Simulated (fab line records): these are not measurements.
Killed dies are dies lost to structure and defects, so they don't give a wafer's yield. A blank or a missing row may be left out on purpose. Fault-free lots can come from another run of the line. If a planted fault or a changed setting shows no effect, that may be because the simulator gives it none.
Which tool was responsible? || flow gf180mcu || Sampling: 7 lots, 21 wafers, 2 of 602 route steps

WHAT THE GAUGES READ, wafer by wafer
GF_SAB_THK_MEAS_01.
{"lot": "L833", "measured": "day 14 15:02", "on": "film-metro-02", "SAB_CVD_00_THK (nm)": "49.5 49.3 49.2"}
{"lot": "L835", "measured": "day 15 08:14", "on": "film-metro-02", "SAB_CVD_00_THK (nm)": "49.5 49.9 50.5"}
{"lot": "L838", "measured": "day 16 08:05", "on": "film-metro-02", "SAB_CVD_00_THK (nm)": "49.1 69.6 49.9"}
{"lot": "L846", "measured": "day 19 05:13", "on": "film-metro-04", "SAB_CVD_00_THK (nm)": "50.5 50.6 50.3"}
{"lot": "L850", "measured": "day 20 18:31", "on": "film-metro-02", "SAB_CVD_00_THK (nm)": "48.5 49.5 49.2"}
{"lot": "L852", "measured": "day 21 11:27", "on": "film-metro-03", "SAB_CVD_00_THK (nm)": "49.7 50.8 49.9"}
{"lot": "L855", "measured": "day 22 12:10", "on": "film-metro-02", "SAB_CVD_00_THK (nm)": "50.3 50.3 51.0"}

TOOL THAT RAN EACH LOT (tool first, then ch and the chambers of the sampled wafers, then the start)
{"lot": "L833", "GF_SAB_CVD_00": "pecvd-02 ch 1,2, day 14 15:01"}
{"lot": "L835", "GF_SAB_CVD_00": "pecvd-02 ch 1,2, day 15 08:08"}
{"lot": "L838", "GF_SAB_CVD_00": "pecvd-02 ch 0,1, day 16 08:01"}
{"lot": "L846", "GF_SAB_CVD_00": "pecvd-03 ch 0,1,2, day 19 05:11"}
{"lot": "L850", "GF_SAB_CVD_00": "pecvd-01 ch 0,1, day 20 18:29"}
{"lot": "L852", "GF_SAB_CVD_00": "pecvd-03 ch 1,2, day 21 11:25"}
{"lot": "L855", "GF_SAB_CVD_00": "pecvd-02 ch 0,1,2, day 22 12:08"}
- GF_SAB_CVD_00: deposits SiO2 from TEOS, target thk 50 nm, time 4.9302 s.

THE ANSWER, worked out from the rows above alone
Rule: the usual values come from the lots themselves. Put in order of their means at a reading, lots are off if they are a third of the lots or fewer, leave a main group of 4 or more, and stand apart from it by a gap of 3 or more times the standard deviation of the main group's means; of several such gaps the widest counts. If all means in a main group match to the digits the tables above print for the reading, that group is not used. Also off: a lot with no number at a reading for which 4 or more lots have one. Where the step has rows for the other lots, those lots are counted as sound.
Off: at GF_SAB_THK_MEAS_01 (SAB_CVD_00_THK), L838. For the main group the mean is 49.9 nm and the standard deviation 0.55.
If a tool, at a process step before that reading, ran all the lots that are off and no sound lot after the first of them, it fits. Gauges at GF_SAB_THK_MEAS_01: tried the same way as those tools. Not one of the candidates tried fits.

WHAT WAS PUT IN BY THE SIMULATOR
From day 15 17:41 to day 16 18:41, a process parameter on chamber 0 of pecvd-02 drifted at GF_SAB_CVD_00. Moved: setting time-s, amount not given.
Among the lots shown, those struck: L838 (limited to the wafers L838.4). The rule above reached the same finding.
